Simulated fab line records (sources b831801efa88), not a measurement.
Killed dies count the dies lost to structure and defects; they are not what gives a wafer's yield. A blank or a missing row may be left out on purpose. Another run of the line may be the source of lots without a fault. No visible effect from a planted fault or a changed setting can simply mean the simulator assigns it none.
fab line records    flow gf180mcu
record: lots: 14  wafers: 42  last-day: 34
route steps=602 shown M5@531
lots with no fault: from the same line, run without faults
start-h: start of the lot's first displayed wafer, in hours after the record's first day    wait-h: hours since the lot's step before    " same as the row above    L1.1+2: a row that stands for several wafers    - either no value or no given start    * or withheld: withheld    < > ~ a bound
route shown NAME@n: a module of which the file shows steps, and the number in the route of the first    usual: mean/standard deviation of fault-free wafers    same: alike in all rows    chamber/n: place in a boat    sites: readings site by site    _std_site: their standard deviation    _edge_site: inner sites' mean taken away from outer sites' mean    radius-mm: for every site, how far away it sits from the centre of the wafer    mask NAME#n: copy n    behind: the tool/chamber that last shaped the wafer    hold: the reason the lot was held/the length of the hold in hours/how it ended    device: which transistor (n, p or np) failed to switch    end of line: the route-end tests of the same wafers    a step given without rows: its recipe and nothing more    killed: not the wafer's yield, but the dies lost to structure and defects at the first sort    map: a wafer's dies, x killed, . not, _ none there
set.NAME: the run value of the setting; set.NAME@STEP: its run value at that earlier step    model.NAME: the simulator's own value behind a step, which no gauge read
one table for each step of the route and one row for each wafer, over a sample of lots
services: a tool's chamber out of use, with start hour (start-h, from the record's first day; less than 0 if before it), hours out, and reason
== steps ==
step: GF_M5_PEB_05
recipe: peb-temp-c: 135  peb-time-s: 90  resist: KrF
usual: chill-plate-temp-C: 23.00/0.11  exhaust-pa: 45.0/0.82  peb-time-s: 90/0
lot.wafer  tool            chamber  start-h  wait-h  chill-plate-temp-C  exhaust-pa  peb-time-s
L907.3     litho-track-04  0        610.95   -       23.28               44.7        90
L907.5     "               0        "        "       23.25               44.6        90
L907.6     "               0        "        "       23.10               44.4        90
L908.2     litho-track-02  0        616.89   -       23.20               44.0        90
L908.3     "               0        "        "       23.10               43.3        90
L908.5     "               0        "        "       23.25               45.0        90
L910.1     litho-track-03  0        635.43   -       23.00               45.9        90
L910.3     "               0        "        "       22.98               44.4        90
L910.6     "               0        "        "       22.97               44.4        90
L912.1     litho-track-04  0        654.18   -       23.21               42.9        90
L912.2     "               0        "        "       23.02               44.9        90
L912.3     "               0        "        "       22.90               44.9        90
L917.1     litho-track-04  0        700.48   -       22.95               45.2        90
L917.2     "               0        "        "       22.96               45.0        90
L917.4     "               0        "        "       22.99               45.7        90
L918.3     litho-track-02  -        701.03   -       -                   -           -
L918.5     "               -        "        "       -                   -           -
L918.6     "               -        "        "       -                   -           -
L919.1     litho-track-04  -        708.58   -       -                   -           -
L919.3     "               -        "        "       -                   -           -
L919.4     "               -        "        "       -                   -           -
L921.2     litho-track-04  0        723.61   -       23.08               45.6        90
L921.3     "               0        "        "       23.04               46.0        90
L921.5     "               0        "        "       22.93               44.9        90
L922.2     litho-track-02  0        728.19   -       23.07               45.4        90
L922.3     "               0        "        "       22.98               45.3        90
L922.5     "               0        "        "       22.92               45.3        90
L923.2     litho-track-02  0        728.54   -       22.76               45.1        90
L923.4     "               0        "        "       23.06               44.2        90
L923.5     "               0        "        "       23.00               45.9        90
L924.2     litho-track-03  0        737.36   -       22.85               45.6        90
L924.3     "               0        "        "       23.01               44.5        90
L924.6     "               0        "        "       22.91               45.6        90
L926.1     litho-track-03  0        750.53   -       22.95               42.7        90
L926.4     "               0        "        "       22.96               45.3        90
L926.5     "               0        "        "       23.00               45.3        90
L927.1     litho-track-02  0        751.81   -       22.99               44.8        90
L927.4     "               0        "        "       22.88               44.2        90
L927.6     "               0        "        "       23.04               44.6        90
L928.2     litho-track-02  0        757.29   -       22.91               44.4        90
L928.4     "               0        "        "       22.94               45.5        90
L928.5     "               0        "        "       22.78               44.6        90
step: GF_M5_CD_MEAS_07
recipe: target-cd-nm: 280
usual: cd-nm: 280.2/1.2
lot.wafer  tool       chamber  start-h  wait-h  cd-nm
L907.3     cd-sem-01  -        611.27   0.1     279.6
L907.5     "          -        "        "       278.6
L907.6     "          -        "        "       279.0
L908.2     cd-sem-02  -        617.23   0.1     280.8
L908.3     "          -        "        "       281.3
L908.5     "          -        "        "       282.4
L910.1     cd-sem-02  -        635.78   0.1     281.1
L910.3     "          -        "        "       280.1
L910.6     "          -        "        "       280.8
L912.1     cd-sem-01  -        654.53   0.1     280.4
L912.2     "          -        "        "       280.1
L912.3     "          -        "        "       279.0
L917.1     cd-sem-01  -        700.83   0.1     278.7
L917.2     "          -        "        "       279.1
L917.4     "          -        "        "       279.7
L918.3     cd-sem-01  -        701.35   0.1     -
L918.5     "          -        "        "       -
L918.6     "          -        "        "       -
L919.1     cd-sem-01  -        708.93   0.1     -
L919.3     "          -        "        "       -
L919.4     "          -        "        "       -
L921.2     cd-sem-02  -        723.95   0.1     281.6
L921.3     "          -        "        "       280.9
L921.5     "          -        "        "       280.7
L922.2     cd-sem-01  -        728.53   0.1     279.2
L922.3     "          -        "        "       276.7
L922.5     "          -        "        "       279.1
L923.2     cd-sem-01  -        728.88   0.1     281.5
L923.4     "          -        "        "       280.0
L923.5     "          -        "        "       281.0
L924.2     cd-sem-02  -        737.70   0.1     278.4
L924.3     "          -        "        "       279.3
L924.6     "          -        "        "       280.0
L926.1     cd-sem-01  -        750.88   0.1     277.6
L926.4     "          -        "        "       277.8
L926.5     "          -        "        "       277.5
L927.1     cd-sem-02  -        752.16   0.1     281.2
L927.4     "          -        "        "       280.6
L927.6     "          -        "        "       280.9
L928.2     cd-sem-01  -        757.63   0.1     280.7
L928.4     "          -        "        "       280.4
L928.5     "          -        "        "       280.5
step: GF_M5_OVL_MEAS_08
usual: M5_OVL: 2/6
lot.wafer  tool        chamber  start-h  wait-h  M5_OVL[nm]
L907.3     overlay-01  -        611.36   0.1     10
L907.5     "           -        "        "       9
L907.6     "           -        "        "       13
L908.2     overlay-02  -        617.34   0.1     -2
L908.3     "           -        "        "       2
L908.5     "           -        "        "       3
L910.1     overlay-01  -        635.90   0.1     9
L910.3     "           -        "        "       7
L910.6     "           -        "        "       8
L912.1     overlay-01  -        654.65   0.1     5
L912.2     "           -        "        "       3
L912.3     "           -        "        "       4
L917.1     overlay-01  -        700.95   0.1     1
L917.2     "           -        "        "       4
L917.4     "           -        "        "       -6
L918.3     overlay-01  -        701.44   0.1     -
L918.5     "           -        "        "       -
L918.6     "           -        "        "       -
L919.1     overlay-01  -        709.05   0.1     -
L919.3     "           -        "        "       -
L919.4     "           -        "        "       -
L921.2     overlay-02  -        724.06   0.1     -8
L921.3     "           -        "        "       -4
L921.5     "           -        "        "       -6
L922.2     overlay-01  -        728.64   0.1     7
L922.3     "           -        "        "       6
L922.5     "           -        "        "       11
L923.2     overlay-01  -        728.99   0.1     -7
L923.4     "           -        "        "       -8
L923.5     "           -        "        "       -5
L924.2     overlay-02  -        737.80   0.1     2
L924.3     "           -        "        "       4
L924.6     "           -        "        "       -3
L926.1     overlay-02  -        751.00   0.1     7
L926.4     "           -        "        "       5
L926.5     "           -        "        "       6
L927.1     overlay-01  -        752.28   0.1     -1
L927.4     "           -        "        "       2
L927.6     "           -        "        "       5
L928.2     overlay-02  -        757.73   0.1     6
L928.4     "           -        "        "       7
L928.5     "           -        "        "       5
step: GF_M5_STRIP_11
recipe: chemistry: O2/N2  power-w: 1400  pressure-mtorr: 1500  platen-temp-c: 250  o2-flow-sccm: 3000  n2-flow-sccm: 300  overash-fraction: 0.5
usual: drypump-motor-current-A: 5.64/0.18  heater-power-w: 366/33  oes-product-au: 0.542/0.0052  strip-time-to-endpoint-s: 7.50/0.043
lot.wafer  tool             chamber  start-h  wait-h  drypump-motor-current-A  heater-power-w  oes-product-au  rf-hours-counter-h  strip-time-to-endpoint-s
L907.3     plasma-asher-03  1        611.56   0.1     5.49                     370             0.539           -                   7.52
L907.5     "                1        "        "       5.47                     374             0.534           -                   7.47
L907.6     "                0        "        "       5.87                     321             0.542           -                   7.49
L908.2     plasma-asher-02  1        617.50   0.1     5.59                     424             0.543           42                  7.50
L908.3     "                0        "        "       5.44                     396             0.550           -                   7.51
L908.5     "                1        "        "       5.60                     412             0.545           -                   7.54
L910.1     plasma-asher-03  1        636.07   0.1     5.48                     375             0.549           89                  7.58
L910.3     "                0        "        "       5.86                     330             0.552           -                   7.56
L910.6     "                0        "        "       5.87                     330             0.548           -                   7.55
L912.1     plasma-asher-03  1        654.82   0.1     5.47                     364             0.548           91                  7.53
L912.2     "                0        "        "       5.87                     327             0.544           91                  7.56
L912.3     "                0        "        "       5.87                     337             0.550           -                   7.55
L917.1     plasma-asher-03  0        701.12   0.1     5.87                     321             0.544           95                  7.54
L917.2     "                1        "        "       5.55                     380             0.538           95                  7.54
L917.4     "                0        "        "       5.88                     324             0.548           -                   7.51
L918.3     plasma-asher-01  1        701.63   0.1     5.60                     317             0.550           -                   7.49
L918.5     "                0        "        "       5.92                     360             0.543           -                   7.46
L918.6     "                1        "        "       5.60                     318             0.548           -                   7.50
L919.1     plasma-asher-03  1        709.22   0.1     5.48                     384             0.536           96                  7.50
L919.3     "                0        "        "       5.87                     339             0.546           -                   7.50
L919.4     "                1        "        "       5.50                     371             0.548           -                   7.50
L921.2     plasma-asher-03  1        724.23   0.1     5.50                     371             0.537           97                  7.54
L921.3     "                0        "        "       5.86                     335             0.540           -                   7.53
L921.5     "                1        "        "       5.50                     365             0.538           -                   7.55
L922.2     plasma-asher-03  1        728.80   0.1     5.51                     370             0.541           98                  7.47
L922.3     "                0        "        "       5.85                     328             0.549           -                   7.47
L922.5     "                0        "        "       5.85                     334             0.536           -                   7.50
L923.2     plasma-asher-01  1        729.15   0.1     5.57                     309             0.541           32                  7.56
L923.4     "                1        "        "       5.56                     321             0.543           -                   7.54
L923.5     "                0        "        "       5.92                     357             0.545           -                   7.54
L924.2     plasma-asher-03  0        737.97   0.1     5.84                     335             0.546           99                  7.49
L924.3     "                0        "        "       5.85                     325             0.541           -                   7.44
L924.6     "                1        "        "       5.50                     371             0.536           -                   7.50
L926.1     plasma-asher-02  1        751.17   0.1     5.58                     409             0.532           57                  7.42
L926.4     "                0        "        "       5.47                     398             0.537           -                   7.39
L926.5     "                1        "        "       5.56                     419             0.534           -                   7.41
L927.1     plasma-asher-02  1        752.45   0.1     5.59                     425             0.532           57                  7.52
L927.4     "                1        "        "       5.57                     423             0.538           -                   7.48
L927.6     "                0        "        "       5.44                     388             0.536           -                   7.49
L928.2     plasma-asher-02  1        757.90   0.1     5.56                     421             0.532           58                  7.45
L928.4     "                1        "        "       5.60                     419             0.537           -                   7.51
L928.5     "                0        "        "       5.44                     392             0.545           -                   7.47
== services ==
tool             chamber  start-h  hours  kind
plasma-asher-03  -        662.27   5.9    repair
== key ==
first-sign: step: GF_M5_PEB_05  reading: tool-record  direction: missing
effect none on later readings
met-at GF_M5_PEB_05
struck-lots L918,L919
later-rows-left-out L918.3,L918.5,L918.6,L919.1,L919.3,L919.4
sort-left-out L918.3,L918.5,L918.6,L919.1,L919.3,L919.4
not-acting-at GF_M5_CD_MEAS_07,GF_M5_OVL_MEAS_08,GF_M5_STRIP_11
onset-between 700.48 701.03
fault: kind: skipped-step-whole  tool: litho-track-02,litho-track-04  chamber: -  onset-h: 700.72  steps: GF_M5_PEB_05  scope: struck-lots-only
sort-left-out: the simulated sort isn't trusted on such a fault, so these wafers' sort isn't shown, and their yield isn't known
later-rows-left-out: the simulator's readings of these wafers behind a module that went badly wrong aren't trusted and aren't shown, but for the sort
